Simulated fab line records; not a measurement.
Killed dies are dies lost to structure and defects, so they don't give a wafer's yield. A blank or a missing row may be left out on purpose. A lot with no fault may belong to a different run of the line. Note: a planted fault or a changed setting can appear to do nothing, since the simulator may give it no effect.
Lot-split experiment	flow sfq line	5 lots, 27 wafers read, on a route of 325 steps

== THE SPLIT ITSELF ==
At SFQ_TRILAYER_M1_DEP_SPUTTER_037 (material Nb, target thk 200 nm, time 133.3 s), the setting time s was moved away from the recipe's 133.3 s on 9 of the 27 wafers read, by -39.3% to -20.3%. This setting was run at the recipe's value on the other wafers.

== FROM THE SPLIT TO THE READING: what the file shows between them, 3 steps ==
- SFQ_M1_RS_MEAS_909: measures by four-point-probe
- SFQ_TRILAYER_M1_LITHO_COAT_044: resist thk 62 nm
- SFQ_TRILAYER_M1_BARC_OPEN_METAL_ETCH_054: etches BARC in O2, target depth 125 nm, time 41.7 s

== THE READING ==
oes product au, in a.u., at SFQ_TRILAYER_M1_ETCH_METAL_ETCH_042 (etches Nb in Cl2/Ar, stops on SiO2, target depth 240 nm, time 120 s). Typical for fault-free wafers on this fab line: 0.890 a.u., with standard deviation 0.0064 a.u.

wafer	tool, chamber at the split	time s as run, s	against the recipe	oes product au, a.u.	against lot-mates on the recipe
L074.1	pvd sputter-06, -	133.3	recipe	0.880	-
L074.2	pvd sputter-06, -	133.3	recipe	0.891	-
L074.3	pvd sputter-06, -	106.2	-20.3%	0.772	-0.116
L074.4	pvd sputter-06, -	106.2	-20.3%	0.777	-0.111
L074.5	pvd sputter-06, -	106.2	-20.3%	0.781	-0.107
L074.6	pvd sputter-06, -	133.3	recipe	0.893	-
L076.1	pvd sputter-05, -	133.3	recipe	0.885	-
L076.2	pvd sputter-05, -	133.3	recipe	0.883	-
L076.5	pvd sputter-05, -	133.3	recipe	0.887	-
L078.1	pvd sputter-03, -	133.3	recipe	0.880	-
L078.2	pvd sputter-03, -	133.3	recipe	0.896	-
L078.3	pvd sputter-03, -	133.3	recipe	0.888	-
L078.4	pvd sputter-03, -	133.3	recipe	0.890	-
L078.5	pvd sputter-03, -	133.3	recipe	0.909	-
L078.6	pvd sputter-03, -	133.3	recipe	0.896	-
L083.1	pvd sputter-03, -	80.92	-39.3%	0.684	-0.204
L083.2	pvd sputter-03, -	133.3	recipe	0.886	-
L083.3	pvd sputter-03, -	80.92	-39.3%	0.689	-0.199
L083.4	pvd sputter-03, -	133.3	recipe	0.892	-
L083.5	pvd sputter-03, -	80.92	-39.3%	0.684	-0.204
L083.6	pvd sputter-03, -	133.3	recipe	0.886	-
L084.1	pvd sputter-06, -	133.3	recipe	0.890	-
L084.2	pvd sputter-06, -	102.3	-23.3%	0.762	-0.126
L084.3	pvd sputter-06, -	102.3	-23.3%	0.778	-0.110
L084.4	pvd sputter-06, -	133.3	recipe	0.886	-
L084.5	pvd sputter-06, -	133.3	recipe	0.887	-
L084.6	pvd sputter-06, -	102.3	-23.3%	0.760	-0.128

THE FIT
A straight line over all 27 wafers: oes product au changes by +0.00524 a.u. for each +1% of time s; r = +1.00; the points scatter about the line by 0.0068 a.u.
The same after taking each lot's own level away (the mean of its wafers on the recipe; 27 wafers): +0.0052 a.u. for each +1%; r = +1.00; scatter 0.0062 a.u.
On that fit, the largest move of time s shifts the reading by 0.2 a.u.
Across the lots, their own levels run from 0.8850 to 0.8932 a.u., a range of 1.3 times the standard deviation given above.
So the lot-to-lot level changes the slope little: the two slopes agree.
Check: with one of the wafers moved furthest among these (-39.3%) left out of the fit, the line predicts -0.205 a.u. for it against its lot-mates. It came out at -0.204 a.u. against them.

== OTHER SPLITS ON THESE WAFERS ==
These wafers also went through other splits before the reading. Each is held against what the fit with the lots' levels taken away leaves over:
other split on the same wafers	wafers away from the commonest value	r with oes product au (lot level and that fit taken away)
SFQ_TRILAYER_INCOMING_OXIDATION_002 ox time s	21	+0.15
SFQ_TRILAYER_L0_CAP_PECVD_011 time s	6	+0.35
SFQ_TRILAYER_M0_DEP_SPUTTER_019 time s	9	+0.05

== THE WHOLE CHAIN: every reading that the file lists as answering this split, in the file's order ==
step	what it does	reading	change (the file's fit)	r (the file's)
SFQ_TRILAYER_M1_DEP_SPUTTER_037	material Nb, target thk 200 nm, time 133.3 s	Nb_of_TRILAYER_M1_DEP_SPUTTER_037.thk nm (the simulator's own value, which no gauge read)	+2.02 nm for each +1% of the setting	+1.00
SFQ_M1_RS_MEAS_909	measures by four-point-probe	M1_NB_RS	-0.0142 for each +1% of the setting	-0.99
SFQ_TRILAYER_M1_ETCH_METAL_ETCH_042	etches Nb in Cl2/Ar, stops on SiO2, target depth 240 nm, time 120 s	oes product au	+0.00522 a.u. for each +1% of the setting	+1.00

== THE FILE'S OWN FIT ==
oes product au changes by +0.00522 a.u. for each +1% of time s, r = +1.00.
